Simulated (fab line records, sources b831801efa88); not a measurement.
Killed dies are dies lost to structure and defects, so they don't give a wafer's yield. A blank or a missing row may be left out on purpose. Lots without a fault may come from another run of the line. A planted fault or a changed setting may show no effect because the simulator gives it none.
Which tool did it? | flow sky130 | 14 lots, 42 wafers sampled, at 6 steps of a route of 708

WHAT THE GAUGES READ, wafer by wafer
SKY_FIELD_ISO_THK_MEAS_23.
lot  | measured    | on            | FIELD_ISO_OXIDATION_01_THK (nm)
L329 | day 2 18:52 | film_metro-03 | 9.83 9.87 9.95
L331 | day 3 04:42 | film_metro-03 | 9.91 9.86 9.71
L333 | day 3 19:49 | film_metro-01 | 9.67 9.81 9.76
L336 | day 4 09:22 | film_metro-03 | 9.84 9.79 9.88
L337 | day 4 15:04 | film_metro-03 | 9.73 9.48 9.66
L338 | day 4 18:52 | film_metro-04 | 9.75 9.73 9.65
L340 | day 5 08:17 | film_metro-04 | 9.97 9.85 9.94
L343 | day 5 21:56 | film_metro-01 | 10.05 10.12 9.86
L344 | day 6 02:49 | film_metro-01 | 9.91 9.90 10.18
L346 | day 6 12:11 | film_metro-04 | 9.95 9.89 9.87
L347 | day 6 15:22 | film_metro-03 | 9.92 9.81 9.79
L348 | day 6 20:26 | film_metro-04 | 9.89 10.16 10.18
L349 | day 7 01:46 | film_metro-03 | 9.63 9.61 9.60
L350 | day 7 05:52 | film_metro-03 | 9.70 9.72 9.57

SKY_VT_ADJUST_HVTP_OVL_MEAS_08.
lot  | measured     | on         | VT_ADJUST_HVTP_OVL (nm)
L329 | day 6 13:54  | overlay-01 | 0.0 -0.6 0.2
L331 | day 7 02:10  | overlay-02 | -1.9 -1.1 0.4
L333 | day 7 19:31  | overlay-01 | 1.0 0.7 1.6
L336 | day 8 16:04  | overlay-01 | 1.7 0.8 1.0
L337 | day 8 21:31  | overlay-02 | 0.5 -0.3 0.0
L338 | day 9 02:03  | overlay-02 | -0.7 0.0 -0.1
L340 | day 9 18:59  | overlay-02 | -1.2 1.4 -1.0
L343 | day 10 09:39 | overlay-01 | 0.2 -2.3 -0.3
L344 | day 10 15:57 | overlay-02 | -1.0 -0.7 -0.6
L346 | day 11 04:16 | overlay-01 | -0.2 1.1 0.1
L347 | day 11 07:03 | overlay-01 | 1.6 1.5 0.7
L348 | day 11 13:40 | overlay-01 | -1.8 1.1 0.3
L349 | day 11 21:46 | overlay-02 | -0.3 0.2 0.2
L350 | day 12 02:13 | overlay-01 | -1.4 -1.1 -3.1

SKY_VT_ADJUST_LVTN_OVL_MEAS_18.
lot  | measured     | on         | VT_ADJUST_LVTN_01_OVL (nm)
L329 | day 8 04:29  | overlay-01 | -1.3 -2.6 -0.4
L331 | day 8 19:40  | overlay-02 | -0.6 0.5 -2.4
L333 | day 9 13:40  | overlay-02 | -1.2 -1.8 -1.6
L336 | day 10 12:29 | overlay-01 | -0.2 -0.7 -1.5
L337 | day 10 18:12 | overlay-02 | -2.4 -1.1 -2.5
L338 | day 10 22:50 | overlay-02 | -0.7 -3.3 -2.9
L340 | day 11 17:01 | overlay-02 | -1.5 -2.7 -1.3
L343 | day 12 09:08 | overlay-01 | -0.6 -3.9 -1.7
L344 | day 12 16:03 | overlay-01 | 1.1 -0.6 1.3
L346 | day 13 05:31 | overlay-01 | -1.7 -1.6 -1.2
L347 | day 13 08:25 | overlay-02 | -0.2 0.8 -1.5
L348 | day 13 16:41 | overlay-01 | -0.3 -0.3 -0.3
L349 | day 14 01:22 | overlay-01 | 1.0 -2.7 -1.8
L350 | day 14 05:48 | overlay-02 | -1.2 -1.3 -1.4

SKY_VT_ADJUST_LVTN_TW_MEAS_21.
lot  | measured     | on            | VT_ADJUST_LVTN_2_TW
L329 | day 8 04:47  | film_metro-02 | 187.1 187.1 187.4
L331 | day 8 19:58  | film_metro-03 | 186.1 186.4 186.4
L333 | day 9 13:57  | film_metro-03 | 187.1 186.7 186.4
L336 | day 10 12:47 | film_metro-02 | 187.0 186.0 184.5
L337 | day 10 18:29 | film_metro-02 | 29.8 29.7 29.6
L338 | day 10 23:08 | film_metro-03 | 29.8 29.8 30.0
L340 | day 11 17:18 | film_metro-02 | 185.7 185.8 187.2
L343 | day 12 09:26 | film_metro-03 | 188.0 187.8 187.4
L344 | day 12 16:20 | film_metro-01 | 186.8 187.1 188.0
L346 | day 13 05:49 | film_metro-02 | 185.7 185.7 186.0
L347 | day 13 08:42 | film_metro-01 | 187.2 188.1 187.2
L348 | day 13 16:59 | film_metro-02 | 185.2 184.7 186.4
L349 | day 14 01:40 | film_metro-01 | 187.2 187.0 186.8
L350 | day 14 06:06 | film_metro-03 | 186.9 186.7 186.9

WHICH TOOL RAN EACH LOT (tool, then ch and the chambers of the sampled wafers, then the start)
lot  | SKY_VT_ADJUST_LVTN_STRIP_09          | SKY_VT_ADJUST_LVTN_STRIP_20
L329 | plasma_asher-04 ch 0,1, day 7 09:32  | plasma_asher-01 ch 0,1, day 8 04:41
L331 | plasma_asher-01 ch 0,1, day 7 22:47  | plasma_asher-01 ch 0,1, day 8 19:52
L333 | plasma_asher-04 ch 0,1, day 8 15:50  | plasma_asher-01 ch 0, day 9 13:51
L336 | plasma_asher-04 ch 0,1, day 9 14:12  | plasma_asher-04 ch 0,1, day 10 12:41
L337 | plasma_asher-01 ch 0,1, day 9 19:45  | plasma_asher-01 ch 0,1, day 10 18:23
L338 | plasma_asher-04 ch 0,1, day 10 00:32 | plasma_asher-04 ch 0,1, day 10 23:02
L340 | plasma_asher-03 ch 0,1, day 10 17:44 | plasma_asher-01 ch 0,1, day 11 17:12
L343 | plasma_asher-01 ch 0,1, day 11 08:57 | plasma_asher-04 ch 0,1, day 12 09:20
L344 | plasma_asher-04 ch 0, day 11 15:44   | plasma_asher-03 ch 0,1, day 12 16:14
L346 | plasma_asher-01 ch 0,1, day 12 04:44 | plasma_asher-04 ch 0,1, day 13 05:44
L347 | plasma_asher-03 ch 0,1, day 12 07:32 | plasma_asher-01 ch 0,1, day 13 08:36
L348 | plasma_asher-01 ch 0,1, day 12 14:23 | plasma_asher-04 ch 0,1, day 13 16:53
L349 | plasma_asher-01 ch 0,1, day 12 23:29 | plasma_asher-01 ch 0,1, day 14 01:33
L350 | plasma_asher-01 ch 0,1, day 13 04:10 | plasma_asher-01 ch 0,1, day 14 06:01
- SKY_VT_ADJUST_LVTN_STRIP_09: strips in O2/N2.
- SKY_VT_ADJUST_LVTN_STRIP_20: strips in O2/N2.

WHAT THE TOOLS THEMSELVES READ (means of the sampled wafers that have a number; where no wafer has one, the mark that the record gives instead)
SKY_VT_ADJUST_LVTN_STRIP_09.
lot  | tool            | chamber_pressure_mTorr (mTorr) | drypump_motor_current_A (A) | oes_product_au (a.u.) | strip_time_to_endpoint_s (s)
L329 | plasma_asher-04 | 1498.6                         | 5.8                         | 0.722                 | 36.97
L331 | plasma_asher-01 | 1498.9                         | 5.7                         | 0.720                 | 37.03
L333 | plasma_asher-04 | 1500.3                         | 5.4                         | 0.717                 | 36.79
L336 | plasma_asher-04 | 1500.9                         | 5.4                         | 0.719                 | 36.84
L337 | plasma_asher-01 | -                              | -                           | -                     | -
L338 | plasma_asher-04 | -                              | -                           | -                     | -
L340 | plasma_asher-03 | 1500.3                         | 5.7                         | 0.725                 | 37.14
L343 | plasma_asher-01 | 1499.6                         | 5.5                         | 0.727                 | 37.06
L344 | plasma_asher-04 | 1499.4                         | 6.2                         | 0.719                 | 36.92
L346 | plasma_asher-01 | 1500.1                         | 5.7                         | 0.716                 | 36.99
L347 | plasma_asher-03 | 1499.5                         | 5.3                         | 0.724                 | 37.05
L348 | plasma_asher-01 | 1499.1                         | 5.7                         | 0.721                 | 37.08
L349 | plasma_asher-01 | 1500.1                         | 5.5                         | 0.720                 | 36.99
L350 | plasma_asher-01 | 1500.5                         | 5.5                         | 0.725                 | 37.02

SKY_VT_ADJUST_LVTN_STRIP_20.
lot  | tool            | chamber_pressure_mTorr (mTorr) | drypump_motor_current_A (A) | oes_product_au (a.u.) | strip_time_to_endpoint_s (s)
L329 | plasma_asher-01 | 1499.2                         | 5.7                         | 0.718                 | 14.16
L331 | plasma_asher-01 | 1500.6                         | 5.5                         | 0.713                 | 14.22
L333 | plasma_asher-01 | 1499.8                         | 5.3                         | 0.713                 | 14.19
L336 | plasma_asher-04 | 1500.9                         | 5.8                         | 0.717                 | 14.17
L337 | plasma_asher-01 | 1500.5                         | 5.7                         | 0.729                 | 58.79
L338 | plasma_asher-04 | 1501.1                         | 5.8                         | 0.726                 | 58.76
L340 | plasma_asher-01 | 1500.5                         | 5.8                         | 0.718                 | 14.19
L343 | plasma_asher-04 | 1500.7                         | 5.4                         | 0.716                 | 14.18
L344 | plasma_asher-03 | 1501.1                         | 5.3                         | 0.717                 | 14.21
L346 | plasma_asher-04 | 1501.2                         | 5.4                         | 0.716                 | 14.23
L347 | plasma_asher-01 | 1499.0                         | 5.5                         | 0.718                 | 14.21
L348 | plasma_asher-04 | 1500.1                         | 5.8                         | 0.713                 | 14.27
L349 | plasma_asher-01 | 1499.6                         | 5.5                         | 0.716                 | 14.20
L350 | plasma_asher-01 | 1500.4                         | 5.7                         | 0.714                 | 14.16

THE ANSWER, worked out from the rows above alone
Rule: what is usual is taken from the lots themselves. Put in order of their means at a reading, lots are off if they are a third of the lots or fewer, leave a main group of 4 or more, and stand apart from it by a gap of 3 or more times the standard deviation of the main group's means; of several such gaps the widest counts. A main group whose means are all the same, to the digits that the tables above print for the reading, isn't used. A lot without any number at a reading at which 4 lots or more have one is off too. The other lots that the step has rows for count as sound. The gauges are gone through in route order, then the tools' own readings, and for those a lot's mean is taken as printed above. The first step at which some lot is off is used, and at that step the reading that is off furthest; a lot without a number counts as furthest.
Off: L337, L338, at SKY_VT_ADJUST_LVTN_TW_MEAS_21 (VT_ADJUST_LVTN_2_TW). The main group: mean 186.7, standard deviation 0.7.
A tool fits if, at a process step before that reading, it ran every lot that is off, and no sound lot after the first of them. The gauges at SKY_VT_ADJUST_LVTN_TW_MEAS_21 aren't tried: what is off there is off at SKY_VT_ADJUST_LVTN_STRIP_09 too, on other tools, and a gauge's error can't cause that. None of those tried fits.

WHAT THE SIMULATOR HAD PUT IN
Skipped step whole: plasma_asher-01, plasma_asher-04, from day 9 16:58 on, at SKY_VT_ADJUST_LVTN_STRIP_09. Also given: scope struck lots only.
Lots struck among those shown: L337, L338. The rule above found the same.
